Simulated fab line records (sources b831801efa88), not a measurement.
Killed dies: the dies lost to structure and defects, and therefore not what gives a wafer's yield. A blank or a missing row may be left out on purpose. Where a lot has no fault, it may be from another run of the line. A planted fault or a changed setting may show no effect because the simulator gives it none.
Which of the tools did it? ; flow sky130 ; 12 lots with 36 wafers sampled at 6 steps, on a route of 708 steps

WHAT EACH GAUGE READ, for each wafer
SKY_NWELL_TW_MEAS_26. Usual: NWELL_2_TW gives 499 (standard deviation 4.8).
lot;measured;on;NWELL_2_TW;flag
L911;day 5 21:06;film-metro-02;507 507 506;
L912;day 5 21:42;film-metro-03;497 498 499;
L916;day 6 18:44;film-metro-04;494 495 493;
L922;day 8 12:05;film-metro-03;495 494 495;
L925;day 9 06:47;film-metro-04;497 497 494;
L926;day 9 12:44;film-metro-03;495 493 494;
L927;day 9 14:13;film-metro-02;501 501 502;
L928;day 9 20:14;film-metro-04;498 498 497;
L929;day 10 05:42;film-metro-02;508 503 506;
L930;day 10 11:52;film-metro-04;496 496 499;
L931;day 10 16:35;film-metro-04;496 495 497;
L932;day 10 20:38;film-metro-02;510 504 503;

SKY_VT_ADJUST_LVTN_OVL_MEAS_18. Usual: VT_ADJUST_LVTN_01_OVL gives 0.7 nm (standard deviation 1.6).
lot;measured;on;VT_ADJUST_LVTN_01_OVL (nm);flag
L911;day 8 06:55;overlay-02;3.9 3.3 4.0;
L912;day 8 07:54;overlay-01;-0.6 0.9 2.2;
L916;day 9 08:47;overlay-02;- - -;OFF
L922;day 11 07:27;overlay-01;1.0 -0.7 -1.3;
L925;day 12 04:14;overlay-01;0.6 -0.5 0.6;
L926;day 12 11:16;overlay-02;2.6 1.2 2.2;
L927;day 12 13:01;overlay-01;0.8 2.4 1.2;
L928;day 12 20:01;overlay-01;1.4 2.7 4.1;
L929;day 13 07:04;overlay-02;3.4 0.1 1.4;
L930;day 13 13:43;overlay-01;0.8 2.1 0.9;
L931;day 13 19:43;overlay-01;2.7 1.9 0.6;
L932;day 14 01:05;overlay-02;-0.3 0.0 -2.0;

SKY_VT_ADJUST_LVTN_TW_MEAS_21. Usual: VT_ADJUST_LVTN_2_TW gives 190.0 (standard deviation 1.6).
lot;measured;on;VT_ADJUST_LVTN_2_TW;flag
L911;day 8 07:12;film-metro-03;188.5 188.3 187.9;
L912;day 8 08:11;film-metro-02;191.3 190.6 189.9;
L916;day 9 09:05;film-metro-01;30.2 30.3 30.1;OFF
L922;day 11 07:45;film-metro-03;187.4 189.1 187.4;
L925;day 12 04:31;film-metro-01;189.9 190.8 190.3;
L926;day 12 11:32;film-metro-01;191.4 191.0 191.2;
L927;day 12 13:18;film-metro-02;191.9 191.2 190.9;
L928;day 12 20:19;film-metro-03;190.9 190.6 191.1;
L929;day 13 07:22;film-metro-02;189.7 189.7 190.0;
L930;day 13 13:59;film-metro-01;190.2 191.2 191.0;
L931;day 13 19:59;film-metro-01;190.5 190.8 190.7;
L932;day 14 01:23;film-metro-03;187.9 189.1 187.8;

SKY_POLY_GATE_OVL_MEAS_14. Usual: POLY_GATE_OVL gives 3 nm (standard deviation 5.1).
lot;measured;on;POLY_GATE_OVL (nm);flag
L911;day 17 05:39;overlay-01;0 2 2;
L912;day 17 05:56;overlay-01;-1 0 0;
L916;day 18 17:11;overlay-02;-2 6 6;
L922;day 21 06:23;overlay-02;16 4 8;
L925;day 22 07:59;overlay-02;8 1 6;
L926;day 22 16:56;overlay-01;3 9 7;
L927;day 22 19:32;overlay-01;-4 0 3;
L928;day 23 02:08;overlay-02;3 -1 -5;
L929;day 23 13:45;overlay-02;10 8 3;
L930;day 23 18:32;overlay-01;-4 -3 -1;
L931;day 24 04:23;overlay-01;7 3 -3;
L932;day 24 07:44;overlay-01;17 16 15;

TOOL THAT RAN EACH LOT (tool first, then ch and the chambers of the sampled wafers, then the start)
lot;SKY_VT_ADJUST_LVTN_STRIP_09;SKY_VT_ADJUST_LVTN_EXPOSE_15
L911;plasma-asher-01 ch 0,1, day 7 11:20;iline-stepper-02 ch 0, day 7 21:16
L912;plasma-asher-02 ch 0,1, day 7 11:39;iline-stepper-02 ch 0, day 7 21:56
L916;plasma-asher-02 ch 0,1, day 8 11:08;iline-stepper-01 ch 0, day 8 21:58
L922;plasma-asher-04 ch 0,1, day 10 08:23;iline-stepper-01 ch 0, day 10 19:58
L925;plasma-asher-02 ch 0,1, day 11 04:25;iline-stepper-01 ch 0, day 11 16:31
L926;plasma-asher-02 ch 0,1, day 11 11:07;iline-stepper-02 ch 0, day 11 23:26
L927;plasma-asher-04 ch 0,1, day 11 12:29;iline-stepper-01 ch 0, day 12 01:19
L928;plasma-asher-04 ch 0,1, day 11 19:59;iline-stepper-02 ch 0, day 12 08:15
L929;plasma-asher-02 ch 0,1, day 12 05:47;iline-stepper-02 ch 0, day 12 18:26
L930;plasma-asher-02 ch 0,1, day 12 12:05;iline-stepper-02 ch 0, day 13 01:19
L931;plasma-asher-04 ch 0,1, day 12 17:32;iline-stepper-02 ch 0, day 13 06:46
L932;plasma-asher-04 ch 0,1, day 12 23:01;iline-stepper-01 ch 0, day 13 12:24
- SKY_VT_ADJUST_LVTN_STRIP_09: strips in O2/N2.
- SKY_VT_ADJUST_LVTN_EXPOSE_15: exposes mask HVN STD DERIVED, target cd 600 nm.

AS READ BY THE TOOLS THEMSELVES (means over the sampled wafers that have a number; for cases with no such wafer, the mark the record gives instead)
SKY_VT_ADJUST_LVTN_STRIP_09. Usual: drypump-motor-current-A 6.0 A, standard deviation 0.58; oes-product-au 0.722 a.u., standard deviation 0.0044; strip-time-to-endpoint-s 36.90 s, standard deviation 0.11.
lot;tool;drypump-motor-current-A (A);oes-product-au (a.u.);strip-time-to-endpoint-s (s);flag
L911;plasma-asher-01;5.8;0.721;37.01;
L912;plasma-asher-02;6.0;0.724;36.97;
L916;plasma-asher-02;5.4;0.724;36.99;
L922;plasma-asher-04;6.4;0.721;36.73;
L925;plasma-asher-02;5.4;0.721;36.90;
L926;plasma-asher-02;5.4;0.721;36.72;
L927;plasma-asher-04;6.4;0.718;36.86;
L928;plasma-asher-04;6.4;0.728;36.91;
L929;plasma-asher-02;6.0;0.723;37.05;
L930;plasma-asher-02;5.5;0.720;36.93;
L931;plasma-asher-04;6.4;0.722;36.87;
L932;plasma-asher-04;6.5;0.725;36.89;

THE ANSWER, worked out from the rows above alone
Rule: a lot is off if the mean of its wafers that have a number lies more than 3 standard deviations from the usual mean. Also off: a lot with no number at a reading for which 4 or more lots have one. The other lots that the step has rows for count as sound. First the gauges in route order, then the tools' own readings, where a lot's mean is used as printed above. The first step at which some lot is off is used, and at that step the reading that is off furthest; a lot without a number counts as furthest.
Off: L916, seen at SKY_VT_ADJUST_LVTN_OVL_MEAS_18 (VT_ADJUST_LVTN_01_OVL). Without a number there: L916.
If a tool, at a process step before that reading, ran all the lots that are off and no sound lot after the first of them, it fits. The gauges at SKY_VT_ADJUST_LVTN_OVL_MEAS_18 aren't tried: what is off there is off at SKY_VT_ADJUST_LVTN_TW_MEAS_21 too, on other tools, and a gauge's error can't cause that. None of those tried fits.

WHAT THE SIMULATOR PUT IN
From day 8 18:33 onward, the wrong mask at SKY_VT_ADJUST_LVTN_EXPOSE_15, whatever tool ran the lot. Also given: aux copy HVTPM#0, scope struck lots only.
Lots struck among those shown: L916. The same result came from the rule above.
